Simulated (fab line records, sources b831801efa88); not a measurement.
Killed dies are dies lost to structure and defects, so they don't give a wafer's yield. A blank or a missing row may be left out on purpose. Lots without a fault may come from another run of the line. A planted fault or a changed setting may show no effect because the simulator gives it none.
Chamber matching | flow sky130 | SKY_FIELD_ISO_ETCH_14 on rie_diel-01: 4 sister chambers
The step etches BARC in N2/H2, stops on SiO2, time 45.9 s, target depth 60 nm. 4 wafers are shown with their chamber, then 7 later ones without.

WAFERS WITH THEIR CHAMBER
wafer  | chamber | drypump_motor_current_A (A)
L660.3 | 0       | 6.6
L660.4 | 3       | 6.0
L661.1 | 1       | 5.8
L661.3 | 2       | 6.4

WAFERS WITHOUT THEIR CHAMBER
wafer  | drypump_motor_current_A (A)
L661.6 | 6.7
L662.1 | 5.8
L662.2 | 6.4
L662.4 | 6.7
L663.1 | 6.4
L663.2 | 6.0
L663.5 | 6.0

WHICH CHAMBER EACH WENT THROUGH
wafer  | from the rows above | in truth
L661.6 | 0                   | 0
L662.1 | 1                   | 1
L662.2 | 2                   | 2
L662.4 | 0                   | 0
L663.1 | 2                   | 2
L663.2 | 3                   | 3
L663.5 | 3                   | 3
Placed correctly: 7 of 7. Can't be placed from these rows: 0. Placed wrongly: 0.
How it was worked out, from the rows above alone: a wafer's distance from a chamber is the root of the sum, over the readings, of the square of ((its reading less the chamber's mean) divided by the reading's scatter). The wafer belongs to the nearest chamber; if the next one is less than 2 further off, it can't be placed. A chamber's mean is the mean of its shown wafers. The scatter: with one shown wafer a chamber, the root of the mean of the squares of how far each hidden wafer lies from its nearest shown one.
